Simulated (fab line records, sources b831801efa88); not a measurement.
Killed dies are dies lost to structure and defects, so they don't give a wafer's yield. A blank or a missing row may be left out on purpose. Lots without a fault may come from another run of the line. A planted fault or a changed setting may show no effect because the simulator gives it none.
fab line records | flow sky130
record lots=13 wafers=36 last_day=52
route steps=708 shown DNWELL@44 PWDE@55 VT_ADJUST_LVTN@103 PAD_OPEN@708
lots that met no fault: from a run of the same line without faults
start_h: hours from the record's first day to the start of the lot's first wafer shown | wait_h: hours since the lot's step before | " the same as in the row above | L1.1+2: a row that stands for several wafers | - no value, or no start given | * or withheld: withheld | < > ~ a bound
route shown NAME@n: a module of which the file shows steps, and the number in the route of the first | usual: mean/standard deviation of fault-free wafers | same: alike in all rows | chamber/n: place in a boat | sites: the reading at each site | _std_site: their standard deviation | _edge_site: outer sites' mean less inner sites' | radius_mm: how far each site lies from the wafer's centre | mask NAME#n: copy n | behind: the tool/chamber that last shaped the wafer | hold: why the lot was held/for how many hours/how that ended | device: the transistor (n, p or np) that didn't switch | end of line: the same wafers' tests at the end of the route | a step without rows: its recipe alone | killed: dies lost to structure and defects at the first sort, not the wafer's yield | map: a wafer's dies, x killed, . not, _ none there
set.NAME: the setting as run; set.NAME@STEP: as run at that earlier step | model.NAME: the simulator's own value behind a step, which no gauge read
steps of the route over a sample of lots; a table a step, a row a wafer
services: from which hour (start_h, from the record's first day; less than 0 if before it) a tool's chamber was out of use, for how many hours, and why
## steps
# step SKY_DNWELL_TW_MEAS_09
# usual DNWELL_TW=1111/16
# columns lot.wafer tool chamber start_h wait_h DNWELL_TW
L473.1 film_metro-03 - 54.99 0.1 1104
L473.3 " - " " 1105
L473.5 " - " " 1109
L481.1 film_metro-03 - 94.54 0.1 1100
L481.4 " - " " 1099
L482.4 film_metro-01 - 100.27 0.1 1091
L482.6 " - " " 1092
L484.3 film_metro-02 - 111.36 0.1 1126
L484.6 " - " " 1127
L486.3 film_metro-01 - 121.00 0.1 1093
L486.5 " - " " 1090
L486.6 " - " " 1091
L487.2 film_metro-03 - 185.13 0.1 1108
L487.4 " - " " 1109
L487.5 " - " " 1110
L488.3 film_metro-02 - 193.65 0.1 1135
L488.4 " - " " 1131
L488.5 " - " " 1135
L492.1 film_metro-01 - 195.70 0.1 1098
L492.3 " - " " 1089
L492.5 " - " " 1097
L490.3 film_metro-01 - 196.22 0.1 1091
L490.4 " - " " 1091
L490.5 " - " " 1091
L493.1 film_metro-01 - 197.25 0.1 1100
L493.3 " - " " 1106
L493.5 " - " " 1098
L494.4 film_metro-02 - 197.63 0.1 1142
L494.5 " - " " 1138
L494.6 " - " " 1136
L496.1 film_metro-01 - 199.50 0.1 1098
L496.3 " - " " 1097
L496.4 " - " " 1092
L495.1 film_metro-01 - 200.20 0.1 1096
L495.2 " - " " 1099
L495.4 " - " " 1103
# step SKY_PWDE_TW_MEAS_10
# usual PWDE_TW=372/4
# columns lot.wafer tool chamber start_h wait_h PWDE_TW
L473.1 film_metro-03 - 70.58 0.1 372
L473.3 " - " " 372
L473.5 " - " " 372
L481.1 film_metro-03 - 112.60 0.1 372
L481.4 " - " " 371
L482.4 film_metro-01 - 116.73 0.1 368
L482.6 " - " " 368
L484.3 film_metro-02 - 122.99 0.1 375
L484.6 " - " " 377
L486.3 film_metro-02 - 128.45 0.1 377
L486.5 " - " " 376
L486.6 " - " " 376
L487.2 film_metro-02 - 207.16 0.1 381
L487.4 " - " " 383
L487.5 " - " " 381
L488.3 film_metro-01 - 215.00 0.1 367
L488.4 " - " " 366
L488.5 " - " " 368
L492.1 film_metro-02 - 218.26 0.1 378
L492.3 " - " " 378
L492.5 " - " " 379
L490.3 film_metro-02 - 218.57 0.1 379
L490.4 " - " " 379
L490.5 " - " " 377
L493.1 film_metro-01 - 219.51 0.1 369
L493.3 " - " " 368
L493.5 " - " " 369
L494.4 film_metro-01 - 220.01 0.1 368
L494.5 " - " " 366
L494.6 " - " " 368
L496.1 film_metro-03 - 222.06 0.1 370
L496.3 " - " " 368
L496.4 " - " " 370
L495.1 film_metro-03 - 222.76 0.1 369
L495.2 " - " " 368
L495.4 " - " " 369
# step SKY_VT_ADJUST_LVTN_DEVELOP_06
# recipe wall_angle_deg=90 developer=TMAH develop_time_s=60 dev_temp_c=23
# usual developer_temp_C=23.00/0.1
# columns lot.wafer tool chamber start_h wait_h developer_temp_C
L473.1 litho_track-03 0 169 - 22.90
L473.3 " 0 " " 23.01
L473.5 " 0 " " 22.97
L481.1 litho_track-02 0 180 - 23.03
L481.4 " 0 " " 23.11
L482.4 litho_track-02 0 182 - 22.91
L482.6 " 0 " " 22.95
L484.3 litho_track-02 0 183 - 23.06
L484.6 " 0 " " 23.09
L486.3 litho_track-01 0 184 - 22.73
L486.5 " 0 " " 23.02
L486.6 " 0 " " 22.88
L487.2 litho_track-02 0 304 - 23.14
L487.4 " 0 " " 23.02
L487.5 " 0 " " 23.12
L488.3 litho_track-01 0 312 - 22.89
L488.4 " 0 " " 23.04
L488.5 " 0 " " 23.04
L492.1 litho_track-02 0 315 - 22.99
L492.3 " 0 " " 22.85
L492.5 " 0 316 - 22.87
L490.3 litho_track-01 0 316 - 23.10
L490.4 " 0 317 - 23.09
L490.5 " 0 " " 23.12
L493.1 litho_track-03 0 318 - 23.02
L493.3 " 0 " " 22.98
L493.5 " 0 " " 22.86
L494.4 litho_track-02 0 319 - 22.93
L494.5 " 0 " " 22.92
L494.6 " 0 320 - 22.93
L496.1 litho_track-02 0 321 - 23.05
L496.3 " 0 " " 23.02
L496.4 " 0 " " 23.03
L495.1 litho_track-02 0 323 - 23.21
L495.2 " 0 " " 23.13
L495.4 " 0 " " 22.97
# step SKY_VT_ADJUST_LVTN_OVL_MEAS_07
# usual VT_ADJUST_LVTN_OVL=-1.6/1.5
# columns lot.wafer tool chamber start_h wait_h VT_ADJUST_LVTN_OVL[nm]
L473.1 overlay-01 - 169.62 - 0.8
L473.3 " - " " 0.9
L473.5 " - " " -0.7
L481.1 overlay-01 - 181.00 - 0.7
L481.4 " - " " -
L482.4 overlay-01 - 182.31 - -
L482.6 " - " " -1.5
L484.3 overlay-02 - 183.26 - -
L484.6 " - " " -2.8
L486.3 overlay-01 - 184.66 - -2.8
L486.5 " - " " -1.0
L486.6 " - " " -0.7
L487.2 overlay-02 - 304.65 - 0.6
L487.4 " - " " 0.9
L487.5 " - " " -0.4
L488.3 overlay-02 - 312.81 - -2.4
L488.4 " - " " -2.8
L488.5 " - " " -2.4
L492.1 overlay-02 - 316.10 - -3.0
L492.3 " - " " -3.3
L492.5 " - " " -3.0
L490.3 overlay-01 - 317.11 - 0.2
L490.4 " - " " 1.4
L490.5 " - " " 0.5
L493.1 overlay-02 - 318.47 - -1.7
L493.3 " - " " 0.9
L493.5 " - " " -0.7
L494.4 overlay-02 - 320.06 - -0.9
L494.5 " - " " -2.3
L494.6 " - " " -1.6
L496.1 overlay-02 - 321.64 - -2.7
L496.3 " - " " -1.8
L496.4 " - " " -1.2
L495.1 overlay-01 - 323.29 - -0.1
L495.2 " - " " -0.9
L495.4 " - " " -1.5
# step SKY_VT_ADJUST_LVTN_TW_MEAS_10
# usual VT_ADJUST_LVTN_TW=238.3/1.8
# columns lot.wafer tool chamber start_h wait_h VT_ADJUST_LVTN_TW
L473.1 film_metro-01 - 169.91 0.1 236.7
L473.3 " - " " 236.1
L473.5 " - " " 236.2
L481.1 film_metro-04 - 181.28 0.1 238.3
L481.4 " - " " 29.6
L482.4 film_metro-03 - 182.61 0.1 29.8
L482.6 " - " " 239.5
L484.3 film_metro-03 - 183.55 0.1 29.9
L484.6 " - " " 239.8
L486.3 film_metro-01 - 184.95 0.1 236.5
L486.5 " - " " 236.2
L486.6 " - " " 236.0
L487.2 film_metro-03 - 304.94 0.1 238.1
L487.4 " - " " 238.9
L487.5 " - " " 238.3
L488.3 film_metro-01 - 313.10 0.1 236.7
L488.4 " - " " 236.0
L488.5 " - " " 236.0
L492.1 film_metro-03 - 316.38 0.1 238.4
L492.3 " - " " 237.1
L492.5 " - " " 238.5
L490.3 film_metro-04 - 317.40 0.1 242.6
L490.4 " - " " 240.9
L490.5 " - " " 240.1
L493.1 film_metro-01 - 318.76 0.1 236.8
L493.3 " - " " 237.0
L493.5 " - " " 236.7
L494.4 film_metro-04 - 320.36 0.1 240.8
L494.5 " - " " 242.0
L494.6 " - " " 240.4
L496.1 film_metro-03 - 321.93 0.1 238.9
L496.3 " - " " 238.9
L496.4 " - " " 238.9
L495.1 film_metro-03 - 323.58 0.1 238.7
L495.2 " - " " 239.7
L495.4 " - " " 239.4
# step SKY_VT_ADJUST_LVTN_STRIP_20
# recipe chemistry=O2/N2 power_w=1400 pressure_mtorr=1500 platen_temp_c=withheld o2_flow_sccm=3000 n2_flow_sccm=300 overash_fraction=0.5
# usual drypump_motor_current_A=5.55/0.27 oes_product_au=0.715/0.0048 strip_time_to_endpoint_s=14.20/0.041
# columns lot.wafer tool chamber start_h wait_h drypump_motor_current_A oes_product_au rf_hours_counter_h strip_time_to_endpoint_s
L473.1 plasma_asher-02 0 183.83 0.1 5.77 0.722 49 14.19
L473.3 " 0 " " 5.78 0.715 - 14.17
L473.5 " 0 " " 5.79 0.717 - 14.16
L481.1 plasma_asher-02 1 202.56 0.1 5.75 0.710 51 14.26
L481.4 " 0 " " 5.80 0.715 - 14.22
L482.4 plasma_asher-02 1 204.72 0.1 5.80 0.712 - 14.22
L482.6 " 1 " " 5.79 0.710 - 14.21
L484.3 plasma_asher-03 1 205.84 0.1 5.16 0.723 - 14.20
L484.6 " 0 " " 5.44 0.728 - 14.19
L486.3 plasma_asher-02 0 207.21 0.1 5.81 0.711 - 14.21
L486.5 " 1 " " 5.79 0.714 - 14.19
L486.6 " 0 " " 5.79 0.711 - 14.19
L487.2 plasma_asher-02 1 331.78 0.1 5.76 0.710 63 14.16
L487.4 " 0 " " 5.80 0.717 - 14.17
L487.5 " 0 " " 5.83 0.715 - 14.19
L488.3 plasma_asher-03 0 340.74 0.1 5.46 0.720 - 14.12
L488.4 " 1 " " 5.13 0.712 - 14.13
L488.5 " 0 " " 5.46 0.713 - 14.13
L492.1 plasma_asher-03 1 343.03 0.1 5.16 0.711 49 14.16
L492.3 " 1 " " 5.15 0.710 - 14.14
L492.5 " 1 " " 5.18 0.713 - 14.18
L490.3 plasma_asher-02 1 344.17 0.1 5.76 0.720 - 14.18
L490.4 " 0 " " 5.80 0.720 - 14.20
L490.5 " 1 " " 5.75 0.712 - 14.14
L493.1 plasma_asher-03 0 346.13 0.1 5.48 0.716 50 14.22
L493.3 " 0 " " 5.46 0.719 - 14.21
L493.5 " 1 " " 5.15 0.720 - 14.19
L494.4 plasma_asher-01 0 347.42 0.1 5.91 0.718 - 14.23
L494.5 " 1 " " 5.74 0.712 - 14.20
L494.6 " 0 " " 5.93 0.723 - 14.19
L496.1 plasma_asher-02 0 349.31 0.1 5.81 0.721 65 14.26
L496.3 " 0 " " 5.82 0.710 - 14.23
L496.4 " 1 " " 5.76 0.723 - 14.23
L495.1 plasma_asher-03 0 350.83 0.1 5.46 0.709 50 14.21
L495.2 " 1 " " 5.14 0.721 50 14.24
L495.4 " 1 " " 5.15 0.718 - 14.23
# step SKY_PAD_OPEN_PROBE_99
# usual killed_at_M0_to_M3=45/6.3 killed_at_M4_up=2.8/1.6 killed_at_contacts=24/5.1 killed_at_front_end=14/4.4 killed_at_other=0.4/0.73 killed_dies=86/9 killed_on_rim=17/3.8 killed_open=47/7.8 killed_short=39/6.6
# same gross_dies=492 killed_at_back_side=0
# columns lot.wafer tool chamber start_h wait_h killed_at_M0_to_M3 killed_at_M4_up killed_at_contacts killed_at_front_end killed_at_other killed_dies killed_on_rim killed_open killed_short
L481.1 prober-02 - 1139.60 0.1 40 6 20 22 0 88 17 43 45
L481.4 prober-02 - 1139.75 0.2 48 1 27 416 0 492 96 53 40
L482.4 prober-01 - 1139.75 0.2 47 4 24 417 0 492 96 43 45
L482.6 prober-01 - 1139.85 0.2 51 3 26 11 0 91 25 50 40
L486.3 prober-01 - 1145.39 0.2 42 3 22 16 1 84 20 49 35
L486.5 prober-01 - 1145.49 0.2 35 4 27 11 0 77 12 43 34
L486.6 prober-01 - 1145.54 0.2 47 6 21 16 0 90 18 42 48
L484.3 prober-02 - 1145.69 0.2 30 4 26 432 0 492 96 43 35
L484.6 prober-02 - 1145.84 0.2 41 3 28 10 0 82 17 44 38
# killed by level:class
L481.1 VIA1:geometric_particle:open=9 FIELD_ISO:geometric_particle:short=7 LI_CONTACT:geometric_particle:open=7 METAL1:geometric_particle:short=7 CONTACT:geometric_particle:open=6 METAL2:geometric_particle:short=5 VIA2:geometric_particle:short=5 VIA2:geometric_particle:open=4
L481.4 VT_ADJUST_LVTN:area_develop=399 VIA2:geometric_particle:open=12 VIA1:geometric_particle:open=12 CONTACT:geometric_particle:open=7 FIELD_ISO:geometric_particle:short=5 FIELD_ISO:geometric_particle:open=5 CONTACT:geometric_particle:short=5 LI_CONTACT:geometric_particle:short=5
L482.4 VT_ADJUST_LVTN:area_develop=402 VIA2:geometric_particle:open=12 METAL1:geometric_particle:short=9 LOCAL_INTERCONNECT:geometric_particle:short=7 VIA3:geometric_particle:open=7 CONTACT:geometric_particle:open=6 METAL2:geometric_particle:short=6 LI_CONTACT:geometric_particle:open=5
L482.6 VIA2:geometric_particle:open=11 CONTACT:geometric_particle:open=8 VIA1:geometric_particle:open=8 LI_CONTACT:geometric_particle:open=6 VIA3:geometric_particle:short=6 VIA3:geometric_particle:open=6 POLY_GATE:geometric_particle:short=5 LOCAL_INTERCONNECT:geometric_particle:short=5
L486.3 VIA1:geometric_particle:open=8 LOCAL_INTERCONNECT:geometric_particle:short=7 FIELD_ISO:geometric_particle:open=6 CONTACT:geometric_particle:open=6 METAL2:geometric_particle:short=6 VIA2:geometric_particle:open=6 POLY_GATE:geometric_particle:open=5 LI_CONTACT:geometric_particle:open=5
L486.5 CONTACT:geometric_particle:open=14 METAL2:geometric_particle:short=7 VIA3:geometric_particle:open=7 VIA2:geometric_particle:open=6 CONTACT:geometric_particle:short=5 VIA2:geometric_particle:short=5 VIA1:geometric_particle:open=4 FIELD_ISO:geometric_particle:open=3
L486.6 VIA1:geometric_particle:open=10 LI_CONTACT:geometric_particle:open=7 VIA1:geometric_particle:short=7 FIELD_ISO:geometric_particle:short=6 CONTACT:geometric_particle:open=6 METAL2:geometric_particle:short=6 METAL3:geometric_particle:short=6 FIELD_ISO:geometric_particle:open=5
L484.3 VT_ADJUST_LVTN:area_develop=414 CONTACT:geometric_particle:open=12 VIA1:geometric_particle:open=8 POLY_GATE:geometric_particle:short=7 VIA2:geometric_particle:open=6 VIA3:geometric_particle:open=5 LI_CONTACT:geometric_particle:short=4 CONTACT:geometric_particle:short=4
L484.6 CONTACT:geometric_particle:open=11 LOCAL_INTERCONNECT:geometric_particle:short=7 VIA2:geometric_particle:open=7 VIA1:geometric_particle:open=7 VIA3:geometric_particle:open=7 METAL3:geometric_particle:short=5 LI_CONTACT:geometric_particle:open=4 METAL1:geometric_particle:short=4
## services
# columns tool chamber start_h hours kind
plasma_asher-02 - 184.67 1.7 repair
plasma_asher-01 - 195.43 28.1 pm
plasma_asher-03 - 305.90 2.0 repair
plasma_asher-02 - 306.55 4.2 repair
## key
first_sign step=SKY_VT_ADJUST_LVTN_OVL_MEAS_07 reading=VT_ADJUST_LVTN_OVL direction=missing
effect step=SKY_VT_ADJUST_LVTN_TW_MEAS_10 reading=VT_ADJUST_LVTN_TW direction=down sigmas=99+ usual=238.3 struck=29.8
effect step=SKY_PAD_OPEN_PROBE_99 reading=killed_at_front_end direction=up sigmas=94 usual=14 struck=422
more_kills_born_at SKY_VT_ADJUST_LVTN_DEVELOP_06@litho_track-02=1215
met_at SKY_VT_ADJUST_LVTN_DEVELOP_06
struck_lots L481,L482,L484
struck_wafers L481.4,L482.4,L484.3
tester_left_out L481,L482,L484
not_acting_at SKY_DNWELL_TW_MEAS_09,SKY_PWDE_TW_MEAS_10,SKY_VT_ADJUST_LVTN_STRIP_20
fault kind=process_parameter_drift tool=litho_track-02 chamber=- onset_h=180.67 steps=SKY_VT_ADJUST_LVTN_DEVELOP_06 channel=develop_time_s offset=* shape=step end_h=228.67 scope=struck_wafers_only acts_in=* stated=*
# tester_left_out: of these lots the tester's yield and bins aren't shown, on N5 and GAA mostly nor the transistor test; their killed dies are dies lost to structure and defects alone, not to doping, threshold or leakage, so they don't give the yield
